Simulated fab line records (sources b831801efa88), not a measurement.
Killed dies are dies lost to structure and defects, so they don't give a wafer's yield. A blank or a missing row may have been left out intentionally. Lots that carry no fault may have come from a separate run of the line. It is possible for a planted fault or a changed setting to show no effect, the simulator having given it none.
Which of the tools did it? | flow sky130 | 6 lots, 18 wafers sampled, at 3 steps of a route of 708

WHAT THE GAUGES READ, wafer by wafer
SKY_VT_ADJUST_LVTN_TW_MEAS_10.
lot  | measured     | on            | VT_ADJUST_LVTN_TW
L296 | day 7 13:09  | film-metro-02 | 239.9 243.0 241.4
L300 | day 8 17:25  | film-metro-01 | 242.9 240.5 243.7
L303 | day 9 15:44  | film-metro-01 | 243.1 242.4 243.3
L306 | day 10 12:01 | film-metro-01 | 243.5 243.2 242.9
L310 | day 11 16:57 | film-metro-04 | 240.0 241.2 241.1
L315 | day 13 01:52 | film-metro-04 | 240.6 240.6 241.0

WHICH TOOL RAN EACH LOT (tool, then ch and the chambers of the sampled wafers, then the start)
lot  | SKY_VT_ADJUST_HVTP_STRIP_10          | SKY_VT_ADJUST_LVTN_STRIP_09
L296 | plasma-asher-01 ch 0,1, day 6 17:16  | plasma-asher-04 ch 0,1, day 7 13:03
L300 | plasma-asher-02 ch 0,1, day 7 20:20  | plasma-asher-03 ch 0,1, day 8 17:18
L303 | plasma-asher-02 ch 0,1, day 8 17:07  | plasma-asher-02 ch 0,1, day 9 15:38
L306 | plasma-asher-02 ch 0,1, day 9 12:23  | plasma-asher-02 ch 0,1, day 10 11:55
L310 | plasma-asher-02 ch 0,1, day 10 17:43 | plasma-asher-04 ch 0,1, day 11 16:51
L315 | plasma-asher-02 ch 0,1, day 12 01:07 | plasma-asher-03 ch 0,1, day 13 01:46
- SKY_VT_ADJUST_HVTP_STRIP_10: strips in O2/N2.
- SKY_VT_ADJUST_LVTN_STRIP_09: strips in O2/N2.

THE ANSWER, worked out from the rows above alone
Rule: the usual values come from the lots themselves. The widest of any qualifying gaps counts: lots, ordered by their means at a reading, are off when they make up no more than a third of the lots, leave a main group of 4 or more, and stand apart from it by 3 or more times the standard deviation of that group's means. The tables above print the reading to a certain number of digits; a main group whose means all agree to those digits is not used. Also off: a lot with no number at a reading for which 4 or more lots have one. Any other lot the step has rows for is counted as sound.
None of the lots is off at any reading shown; this tells nothing.

WHAT WAS PUT IN BY THE SIMULATOR
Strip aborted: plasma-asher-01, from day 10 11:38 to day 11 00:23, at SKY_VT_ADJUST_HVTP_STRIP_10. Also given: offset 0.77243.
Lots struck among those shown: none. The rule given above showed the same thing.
